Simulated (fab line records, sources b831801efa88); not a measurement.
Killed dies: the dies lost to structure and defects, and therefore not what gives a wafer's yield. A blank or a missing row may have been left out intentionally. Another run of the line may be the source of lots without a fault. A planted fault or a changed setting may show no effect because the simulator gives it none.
The tool behind it: which one? :: flow sky130 :: 39 wafers sampled from 13 lots at 1 step of a route of 708

WHAT THE GAUGES SHOWED, per wafer
SKY_LI_CONTACT_BOW_MEAS_03.
lot: L747
measured: day 28 04:44
on: filmMetro-04
LI_CONTACT_BOW (um): 59 60 63

lot: L749
measured: day 28 21:06
on: filmMetro-04
LI_CONTACT_BOW (um): 61 61 74

lot: L752
measured: day 30 09:32
on: filmMetro-04
LI_CONTACT_BOW (um): 52 51 57

lot: L751
measured: day 30 10:23
on: filmMetro-04
LI_CONTACT_BOW (um): 61 52 56

lot: L754
measured: day 30 12:53
on: filmMetro-04
LI_CONTACT_BOW (um): 53 59 53

lot: L755
measured: day 31 09:23
on: filmMetro-03
LI_CONTACT_BOW (um): 50 66 57

lot: L758
measured: day 31 21:04
on: filmMetro-01
LI_CONTACT_BOW (um): 51 53 59

lot: L757
measured: day 32 01:17
on: filmMetro-01
LI_CONTACT_BOW (um): 62 62 69

lot: L759
measured: day 32 04:42
on: filmMetro-04
LI_CONTACT_BOW (um): 46 54 50

lot: L767
measured: day 34 23:50
on: filmMetro-04
LI_CONTACT_BOW (um): 56 65 47

lot: L769
measured: day 35 07:12
on: filmMetro-04
LI_CONTACT_BOW (um): 52 61 53

lot: L768
measured: day 35 14:13
on: filmMetro-04
LI_CONTACT_BOW (um): 54 52 46

lot: L770
measured: day 36 04:11
on: filmMetro-01
LI_CONTACT_BOW (um): 55 59 64

EACH LOT AND THE TOOL THAT RAN IT (in order: tool; ch and the chambers of the sampled wafers; start)
No process step before these readings appears in the record.

AS READ BY THE TOOLS THEMSELVES (means over the sampled wafers that have a number; for cases with no such wafer, the mark the record gives instead)
The record holds no such reading with a usual standard deviation.

THE ANSWER, worked out from the rows above alone
Rule: the usual values come from the lots themselves. The widest of any qualifying gaps counts: lots, ordered by their means at a reading, are off when they make up no more than a third of the lots, leave a main group of 4 or more, and stand apart from it by 3 or more times the standard deviation of that group's means. A main group is skipped when, at the precision printed for the reading in the tables above, its means are all equal. Also off: a lot with no number at a reading for which 4 or more lots have one. Any other lot the step has rows for is counted as sound. Order of review: gauges by route order, followed by the tools' own readings, for which a lot's mean as printed above is used. At the first step where some lot is off, the reading lying furthest off is the one used; lots without a number count as furthest.
None of the lots is off at any reading shown; this tells nothing.

WHAT WAS PUT IN BY THE SIMULATOR
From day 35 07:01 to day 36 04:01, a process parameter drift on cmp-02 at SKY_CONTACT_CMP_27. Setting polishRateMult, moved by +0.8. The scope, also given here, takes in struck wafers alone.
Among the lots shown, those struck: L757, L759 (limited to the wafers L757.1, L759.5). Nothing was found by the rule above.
